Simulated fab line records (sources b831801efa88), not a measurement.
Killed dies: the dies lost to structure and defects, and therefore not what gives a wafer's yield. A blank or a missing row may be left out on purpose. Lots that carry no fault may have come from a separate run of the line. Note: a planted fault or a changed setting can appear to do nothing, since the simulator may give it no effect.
Chamber matching ; flow sfq-line ; 4 sister chambers for SFQ_TRILAYER_I7_CMP_CMP_184 on cmp-01
The step polishes SiO2. 8 wafers are shown with their chamber, then 8 later ones without.

## WAFERS WITH THEIR CHAMBER
wafer;chamber;motor-current-A (A);time-to-endpoint-s (s)
L158.2;2;10.6;209
L159.2;3;9.4;206
L160.3;0;10.8;210
L160.6;1;9.8;234
L162.1;1;9.4;219
L162.3;2;10.2;204
L162.4;0;10.5;216
L164.1;3;8.9;194

## WAFERS WITH NO CHAMBER GIVEN
wafer;motor-current-A (A);time-to-endpoint-s (s)
L164.4;10.5;210
L164.6;9.5;216
L166.1;9.7;193
L166.2;10.5;211
L166.3;9.9;205
L167.3;11.2;206
L167.2;10.7;206
L167.6;11.1;208

## THE CHAMBER EACH PASSED THROUGH
wafer;from the rows above;in truth
L164.4;can't be placed: 2 or 0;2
L164.6;can't be placed: 1 or 3 or 2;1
L166.1;can't be placed: 3 or 2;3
L166.2;can't be placed: 0 or 2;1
L166.3;can't be placed: 2 or 3 or 0 or 1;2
L167.3;can't be placed: 0 or 2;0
L167.2;can't be placed: 0 or 2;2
L167.6;can't be placed: 0 or 2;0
0 of 8 placed correctly. Not placeable from these rows: 8 (in 7, the candidates include the true chamber). Number placed wrongly: 0.
How it was worked out, from the rows above alone: a wafer's distance from a chamber is the root of the sum, over the readings, of the square of ((its reading less the chamber's mean) divided by the reading's scatter). If the next closest chamber is less than 2 further off than the closest, the wafer can't be placed; otherwise it belongs to the closest. For every chamber, the mean is computed from those of its wafers that are shown. The scatter is the square root of a quotient: the sum, over the shown wafers, of each reading's squared deviation from its chamber's mean, divided by wafers minus chambers.
